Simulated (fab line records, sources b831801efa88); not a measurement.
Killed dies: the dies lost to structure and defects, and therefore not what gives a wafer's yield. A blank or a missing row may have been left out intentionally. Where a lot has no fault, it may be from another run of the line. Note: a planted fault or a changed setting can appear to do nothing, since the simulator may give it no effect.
The same fault as seen by 2 desks + flow sfq_line + every desk sees just its own numbers, and what lay behind them comes last

## FROM THE METROLOGY DESK
Means of the sampled wafers that have a number, per lot and without regard to the tool the lot ran on: this is what the gauges read. If a lot's mean is further than 4 standard deviations from the usual mean, the lot is out of limits and carries the mark OUT (the distance appears in the brackets).
Columns: A = I4_BOW at SFQ_I4_BOW_MEAS_927, usual 6 um; B = I4_OVL at SFQ_I4_OVL_MEAS_928, usual 2 nm
| lot  | first seen here | A  | B  |
|------|-----------------|----|----|
| L718 | day 36 23:44    | 9  | 3  |
| L729 | day 48 06:02    | 19 | -7 |
| L730 | day 48 23:58    | 0  | 5  |
| L733 | day 49 15:32    | 1  | 4  |
| L737 | day 51 22:37    | 16 | -4 |
Finding of this desk: none of the 5 lots has anything out of limits.

## AT THE TOOL OWNER'S DESK: rie_diel-01
The tool's own readings at SFQ_TRILAYER_I4_VIA_BARC_OPEN_VIA_ETCH_146 (etches BARC in O2, target depth 125 nm, time 41.7 s): means of the sampled wafers that have a number, for each lot that ran on this tool. If a lot's mean is further than 4 standard deviations from the usual mean, the lot is out of limits and carries the mark OUT (the distance appears in the brackets).
Columns: A = bias_w at SFQ_TRILAYER_I4_VIA_BARC_OPEN_VIA_ETCH_146, usual 79.97 W; B = drypump_motor_current_A at SFQ_TRILAYER_I4_VIA_BARC_OPEN_VIA_ETCH_146, usual 5.9 A; C = oes_product_au at SFQ_TRILAYER_I4_VIA_BARC_OPEN_VIA_ETCH_146, usual 0.685 a.u.
| lot  | first seen here | A     | B   | C     |
|------|-----------------|-------|-----|-------|
| L718 | day 42 22:40    | 79.98 | 5.5 | 0.684 |
| L729 | day 53 20:44    | 80.06 | 5.7 | 0.687 |
Finding of this desk: none of the 2 lots has anything out of limits.

## TAKEN TOGETHER
From the metrology desk's view, nothing was out of limits.
Nothing out of limits was seen by the tool owner's desk.

## WHAT THE SIMULATOR HAD INSERTED
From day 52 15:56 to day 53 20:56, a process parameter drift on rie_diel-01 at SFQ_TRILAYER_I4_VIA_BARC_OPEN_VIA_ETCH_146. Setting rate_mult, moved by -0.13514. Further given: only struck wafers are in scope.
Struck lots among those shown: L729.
